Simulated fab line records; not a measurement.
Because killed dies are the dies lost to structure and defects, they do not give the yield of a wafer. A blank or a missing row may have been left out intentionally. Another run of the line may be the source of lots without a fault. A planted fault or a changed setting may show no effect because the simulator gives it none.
Problem report, 8D (eight disciplines) form, completed by code    flow sky130    the parts of the form that need people (team, actions taken, sign-off) are left out

## 1. THE PROBLEM
Across 6 wafers from 2 lots, LI_CONTACT_W_RS at SKY_LI_CONTACT_RS_MEAS_22 averages 0.3822 ohm/sq, while fault-free wafers read 0.2849 ohm/sq with a standard deviation of 0.0026. Relative to the usual mean, that is a shift of +37 standard deviations.
The step: measures by four-point-probe.
First observed at day 31 03:02: wafer L848.1, on film_metro-03. Wafers with a number at this step in the record: 33, from 11 lots. By rule, "out" or "out of limits" means more than 4 standard deviations away from the usual mean. The other wafers with a number count as sound.

## 2. WHAT IT IS; WHAT IT IS NOT
question                     is                            is not
which readings at this step  LI_CONTACT_W_RS               -
which lots                   L848, L852                    L847, L849, L859, L860, L861, L863, L864, L865, L866
which wafers of those lots   all that have a number        -
read on which gauges         film_metro-01, film_metro-03  film_metro-04
when                         from day 31 03:02             up to then (6 sound wafers); but 21 sound wafers of L859, L860, L861, L863, L864, L865, L866 came after

## 3. WHAT RULES OUT EACH SUSPECT
Counting: a tool at a process step up to the reading stays a suspect if it ran every lot that is out and no sound lot after the first of them.
- ruled out: the gauge at SKY_LI_CONTACT_RS_MEAS_22. Those wafers that are out were read across 2 gauges (film_metro-01, film_metro-03).
- rtp_anneal-02 at SKY_SD_N_RTA_14 (time 2 s): ruled out as a lasting fault. Sound lots L860, L861, L864, L866 ran on it after its first lot that is out, L848 (day 29 20:49).
- cvd_w-01 at SKY_LI_CONTACT_CVD_21 (deposits W, target thk 400 nm, time 120.56 s): ruled out as a lasting fault. Sound lots L860, L861, L863, L864, L865, L866 ran on it after its first lot that is out, L848 (day 31 02:55).
Left after counting: nothing in the record.

## 4. THE CAUSE (what the simulator had put in)
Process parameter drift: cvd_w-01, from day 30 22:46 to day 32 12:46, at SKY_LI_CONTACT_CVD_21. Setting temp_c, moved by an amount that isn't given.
It was ruled out by counting, in error; the rule expects a fault to strike all lots run on its tool from its start on, and this fault did not.

## 5. SEQUENCE OF EFFECTS, ordered by route
Each row: a reading whose mean over the struck wafers that have a number lies more than 3 standard deviations from the usual. Only readings for which the record gives a usual standard deviation are gone through. hours: the time from each lot's start at the first step in this table that gives one to its start at this step, as a median over the lots. sigmas: the change in usual standard deviations.
hours  step                        reading             usual          on struck wafers  change   sigmas
0      SKY_LI_CONTACT_CVD_21       susceptor_temp_C    399.97 C       384.05            -15.92   -64
0      SKY_LI_CONTACT_RS_MEAS_22   LI_CONTACT_W_RS     0.2849 ohm/sq  0.3822            +0.0973  +37
0      SKY_LI_CONTACT_THK_MEAS_23  LI_CONTACT_W_THK    399 nm         298               -101     -17
0      SKY_LI_CONTACT_CMP_24       time_to_endpoint_s  97 s           74                -23      -7.1
The process steps in it:
- SKY_LI_CONTACT_CVD_21: deposits W, target thk 400 nm, time 120.56 s.
- SKY_LI_CONTACT_CMP_24: polishes, stops on PSG, t overpolish 20 s, target thk 0 nm.

## 6. HOW IT WOULD HAVE BEEN CAUGHT EARLIER
The first out-of-limits reading at a measuring or inspecting step in this record came at day 31 03:02, 4 hours after the fault's start at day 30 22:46.
Tool's own readings at SKY_LI_CONTACT_CVD_21, susceptor_temp_C: out on all struck wafers the step has rows for; an alarm limit on them would have tripped on the first.
